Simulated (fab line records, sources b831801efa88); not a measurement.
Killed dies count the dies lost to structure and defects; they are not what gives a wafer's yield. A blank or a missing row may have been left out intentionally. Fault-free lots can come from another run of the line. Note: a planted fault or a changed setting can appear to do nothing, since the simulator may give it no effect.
What tool caused it?	flow gf180mcu	Sampling: 14 lots, 42 wafers, 5 of 602 route steps

WHAT THE GAUGES READ, wafer by wafer
GF_VT_IMPLANT_OVL_MEAS_07. Usual: VT_IMPLANT_OVL gives 0.1 nm (standard deviation 1.2).
lot	measured	on	VT_IMPLANT_OVL (nm)	flag
L725	day 5 15:25	overlay-02	0.4 -0.8 -0.8	
L726	day 5 19:34	overlay-02	-1.5 -1.7 -1.3	
L727	day 6 04:28	overlay-01	-1.2 -0.8 0.3	
L735	day 8 11:26	overlay-02	0.3 -0.4 2.3	
L737	day 8 17:58	overlay-01	-0.5 -0.9 -1.1	
L738	day 9 00:10	overlay-01	-0.1 -1.3 -0.2	
L739	day 9 06:37	overlay-02	0.3 0.1 -0.2	
L741	day 9 18:44	overlay-01	-0.2 0.9 0.4	
L742	day 10 00:52	overlay-02	0.2 -0.5 -0.4	
L744	day 10 12:31	overlay-01	-0.7 -1.1 -0.4	
L745	day 10 19:02	overlay-01	-2.3 -1.5 -1.7	
L746	day 10 22:41	overlay-01	0.4 -0.4 2.3	
L747	day 11 06:29	overlay-02	2.0 1.7 2.0	
L748	day 11 14:43	overlay-02	-2.0 -1.1 -0.6	

GF_PSD_OVL_MEAS_08. Usual: PSD_OVL gives 0.8 nm (standard deviation 1.3).
lot	measured	on	PSD_OVL (nm)	flag
L725	day 14 04:09	overlay-02	4.3 2.5 1.4	
L726	day 14 13:02	overlay-02	1.9 0.4 1.4	
L727	day 14 20:18	overlay-01	-0.2 1.1 -0.2	
L735	day 18 00:26	overlay-02	0.7 1.5 0.4	
L737	day 18 14:59	overlay-02	0.1 1.2 0.4	
L738	day 18 21:52	overlay-01	2.3 2.3 2.1	
L739	day 19 07:32	overlay-02	1.4 1.1 3.2	
L741	day 19 21:02	overlay-02	-0.2 -0.7 -0.5	
L742	day 20 06:08	overlay-02	0.3 0.9 1.4	
L744	day 20 20:29	overlay-02	1.6 2.1 0.4	
L745	day 21 04:48	overlay-01	-1.6 -0.3 -0.9	
L746	day 21 13:14	overlay-02	-1.1 -2.7 0.2	
L747	day 21 21:21	overlay-02	0.2 0.9 1.2	
L748	day 22 08:02	overlay-02	1.9 1.5 2.3	

GF_M1_CD_MEAS_14 targets a cd of 230 nm. Usual: cd_nm at 230.1 nm, with a standard deviation of 1.3.
lot	measured	on	cd_nm (nm)	flag
L725	day 17 01:17	cd_sem-01	230.0 229.5 229.1	
L726	day 17 11:00	cd_sem-01	231.9 231.7 231.2	
L727	day 17 18:21	cd_sem-01	229.2 228.8 229.0	
L735	day 21 04:08	cd_sem-01	229.8 228.9 229.3	
L737	day 21 18:38	cd_sem-02	232.8 232.0 230.5	
L738	day 22 02:16	cd_sem-01	229.9 229.6 230.9	
L739	day 22 10:07	cd_sem-02	229.8 228.9 229.4	
L741	day 22 23:40	cd_sem-02	229.6 229.9 230.0	
L742	day 23 07:45	cd_sem-01	231.3 232.7 231.3	
L744	day 23 22:28	cd_sem-02	233.0 232.3 231.9	
L745	day 24 05:30	cd_sem-02	229.6 230.0 230.5	
L746	day 24 13:49	cd_sem-02	231.5 231.8 231.5	
L747	day 24 21:44	cd_sem-02	231.0 231.3 230.8	
L748	day 25 08:37	cd_sem-01	230.9 231.6 231.3	

EACH LOT AND THE TOOL THAT RAN IT (in order: tool; ch and the chambers of the sampled wafers; start)
lot	GF_HV_LDD_COAT_41	GF_HV_LDD_STRIP_49
L725	litho_track-02 ch 0, day 11 21:57	plasma_asher-01 ch 0,1, day 12 08:02
L726	litho_track-01 ch 0, day 12 07:08	plasma_asher-04 ch 0,1, day 12 17:31
L727	litho_track-01 ch 0, day 12 13:57	plasma_asher-04 ch 0, day 13 00:14
L735	litho_track-03 ch 0, day 15 11:44	plasma_asher-01 ch 0,1, day 15 23:23
L737	litho_track-03 ch 0, day 16 01:26	plasma_asher-01 ch 0,1, day 16 12:58
L738	litho_track-01 ch 0, day 16 09:17	plasma_asher-04 ch 0,1, day 16 20:49
L739	litho_track-01 ch 0, day 16 16:38	plasma_asher-01 ch 0,1, day 17 04:43
L741	litho_track-01 ch 0, day 17 06:38	plasma_asher-01 ch 0,1, day 17 18:11
L742	litho_track-01 ch 0, day 17 14:14	plasma_asher-01 ch 0,1, day 18 02:28
L744	litho_track-01 ch 0, day 18 05:56	plasma_asher-04 ch 0,1, day 18 18:05
L745	litho_track-01 ch 0, day 18 13:29	plasma_asher-01 ch 0,1, day 19 01:46
L746	litho_track-01 ch 0, day 18 20:28	plasma_asher-04 ch 0,1, day 19 09:08
L747	litho_track-03 ch 0, day 19 05:47	plasma_asher-04 ch 0,1, day 19 18:05
L748	litho_track-03 ch 0, day 19 16:22	plasma_asher-04 ch 0,1, day 20 04:41
- GF_HV_LDD_COAT_41: resist thk 1000 nm.
- GF_HV_LDD_STRIP_49: strips in O2/N2.

AS READ BY THE TOOLS THEMSELVES (means over the sampled wafers that have a number; for cases with no such wafer, the mark the record gives instead)
GF_HV_LDD_COAT_41. Usual: spin_speed_rpm at 2999.6 rpm, with a standard deviation of 1.9.
lot	tool	spin_speed_rpm (rpm)	flag
L725	litho_track-02	2999.1	
L726	litho_track-01	3000.3	
L727	litho_track-01	3001.0	
L735	litho_track-03	2877.0	OFF
L737	litho_track-03	2875.5	OFF
L738	litho_track-01	2997.4	
L739	litho_track-01	2998.1	
L741	litho_track-01	3000.6	
L742	litho_track-01	2997.7	
L744	litho_track-01	3000.8	
L745	litho_track-01	3000.2	
L746	litho_track-01	2999.3	
L747	litho_track-03	3000.4	
L748	litho_track-03	2997.7	

GF_HV_LDD_STRIP_49. Usual: drypump_motor_current_A 6.1 A, standard deviation 0.47; heater_power_w 339 W, standard deviation 43; oes_product_au 0.716 a.u., standard deviation 0.005; strip_time_to_endpoint_s 12.64 s, standard deviation 0.04.
lot	tool	drypump_motor_current_A (A)	heater_power_w (W)	oes_product_au (a.u.)	strip_time_to_endpoint_s (s)	flag
L725	plasma_asher-01	6.4	376	0.723	12.56	
L726	plasma_asher-04	5.7	302	0.713	12.67	
L727	plasma_asher-04	5.9	282	0.716	12.61	
L735	plasma_asher-01	6.6	357	0.713	12.80	OFF
L737	plasma_asher-01	6.5	354	0.716	12.81	OFF
L738	plasma_asher-04	5.7	302	0.717	12.63	
L739	plasma_asher-01	6.6	354	0.714	12.67	
L741	plasma_asher-01	6.6	353	0.716	12.70	
L742	plasma_asher-01	6.6	355	0.722	12.70	
L744	plasma_asher-04	5.6	321	0.717	12.63	
L745	plasma_asher-01	6.5	358	0.713	12.63	
L746	plasma_asher-04	5.7	303	0.713	12.65	
L747	plasma_asher-04	5.6	321	0.720	12.63	
L748	plasma_asher-04	5.5	323	0.719	12.63	

THE ANSWER, worked out from the rows above alone
Rule: a lot counts as off when the mean over its wafers that have a number is more than 3 standard deviations away from the usual mean. A lot without any number at a reading at which 4 lots or more have one is off too. Any other lot the step has rows for is counted as sound. The gauges are gone through in route order, then the tools' own readings, and for those a lot's mean is taken as printed above. The first step at which some lot is off is used, and at that step the reading that is off furthest; a lot without a number counts as furthest.
Off: L735, L737 (GF_HV_LDD_COAT_41, spin_speed_rpm).
A tool fits if, at that step or a process step before it, it ran every lot that is off, and no sound lot after the first of them. No candidate that was tried fits.

WHAT WAS PUT IN BY THE SIMULATOR
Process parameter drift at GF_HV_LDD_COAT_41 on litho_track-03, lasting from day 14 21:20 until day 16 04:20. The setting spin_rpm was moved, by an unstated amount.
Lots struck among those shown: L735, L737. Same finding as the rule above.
